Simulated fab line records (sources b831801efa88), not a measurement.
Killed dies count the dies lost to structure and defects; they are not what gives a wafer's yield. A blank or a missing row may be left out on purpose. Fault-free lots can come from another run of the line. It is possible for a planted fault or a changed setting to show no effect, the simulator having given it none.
A struck lot beside a sound one | flow gf180mcu | 16 out of 602 route steps
Sound: the wafers L664.1, L664.4, L664.6. Struck: wafers L681.1, L681.5, L681.6. Last of all comes the cause.
For every step that has rows: the tool of each side, followed by ch and its chambers, followed by its first start. Under that, the readings that differ: sound wafers | struck wafers | difference of the means | sigmas: that difference in standard deviations of wafers without a fault.
alike: readings whose means differ by less than 2 such deviations, and words and numbers that are the same on both sides. not compared: withheld readings, readings that some wafer has no value for, bounds like >300 that may hide the same value, and numbers for which the record gives no deviation and whose values overlap.
Wherever a step has rows on one side only, a row that says differs or no value, or a row with sigmas, the two part there. Non-overlapping numbers with no deviation appear without sigmas and do not part them. A reading missing from all wafers of one side parts the sides only when that side holds two or more wafers.

GF_HV_LDD_THK_MEAS_57:
  sound on film-metro-02 at day 13 14:07; struck on film-metro-01 at day 19 08:15
  alike: HV_LDD_CVD_56_THK
GF_HV_LDD_ETCHBACK_58: etches Si3N4 in CH3F/O2, stops on SiO2, time 100 s, target depth 90 nm.
  sound on rie-diel-02 ch 0,1,3, day 13 14:11; struck on rie-diel-04 ch 2,3, day 19 08:19
  alike: drypump-motor-current-A, oes-product-au, throttle-valve-pct
  not compared: rf-hours-counter-h
then, 7 steps without rows for these wafers: GF_NSD_DEHYDRATE_00 (time 60 s); GF_NSD_HMDS_01 (prime time 60 s); GF_NSD_COAT_02 (resist thk 1000 nm); GF_NSD_SOFTBAKE_03 (time 60 s); GF_NSD_EXPOSE_04 (exposes mask Nplus, target cd 400 nm); GF_NSD_PEB_05; GF_NSD_DEVELOP_06 (develop time 60 s).
GF_NSD_CD_MEAS_07 targets a cd of 400 nm.
  sound on cd-sem-02 at day 14 10:10; struck on cd-sem-02 at day 20 08:29
  alike: cd-nm
GF_NSD_OVL_MEAS_08:
  sound on overlay-02 at day 14 10:17; struck on overlay-01 at day 20 08:37
  alike: NSD_OVL
after that, 1 step had no rows for these wafers: GF_NSD_IMPLANT_09.
GF_NSD_IMPLANT_10:
  sound on implanter-01 ch 0, day 14 10:29; struck on implanter-01 ch 0, day 20 08:48
  reading                   | sound                | struck               | difference | sigmas
  beam-energy-keV           | 40.009 40.007 40.004 | 45.432 45.441 45.448 | +5.434     | +99 or more
  model.implant.rp-nm (nm)  | 48.22 48.22 48.22    | 53.31 53.31 53.31    | +5.09      |
  model.implant.drp-nm (nm) | 21.16 21.16 21.16    | 23.56 23.56 23.56    | +2.40      |
  alike: beam-on-s
GF_NSD_STRIP_11: strips in O2/N2.
  sound on plasma-asher-01 ch 0,1, day 14 10:38; struck on plasma-asher-04 ch 0,1, day 20 08:57
  reading                      | sound             | struck            | difference | sigmas
  strip-time-to-endpoint-s (s) | 22.98 22.98 22.98 | 23.25 23.27 23.25 | +0.28      | +7
  alike: drypump-motor-current-A, heater-power-w, oes-product-au
  not compared: rf-hours-counter-h
GF_NSD_TW_MEAS_12:
  sound on film-metro-03 at day 14 10:44; struck on film-metro-02 at day 20 09:03
  reading | sound          | struck         | difference | sigmas
  NSD_TW  | 4191 4200 4201 | 4268 4293 4245 | +71        | +3
after that, 1 step had no rows for these wafers: GF_PASSIVATION_PROBE_99.

WHERE THEY PART
Earliest at GF_NSD_IMPLANT_10; latest, in this record, at GF_NSD_TW_MEAS_12.

WHY: whatever the simulator had introduced
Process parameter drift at GF_NSD_IMPLANT_10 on implanter-01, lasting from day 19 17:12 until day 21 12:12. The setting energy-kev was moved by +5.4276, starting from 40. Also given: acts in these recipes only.
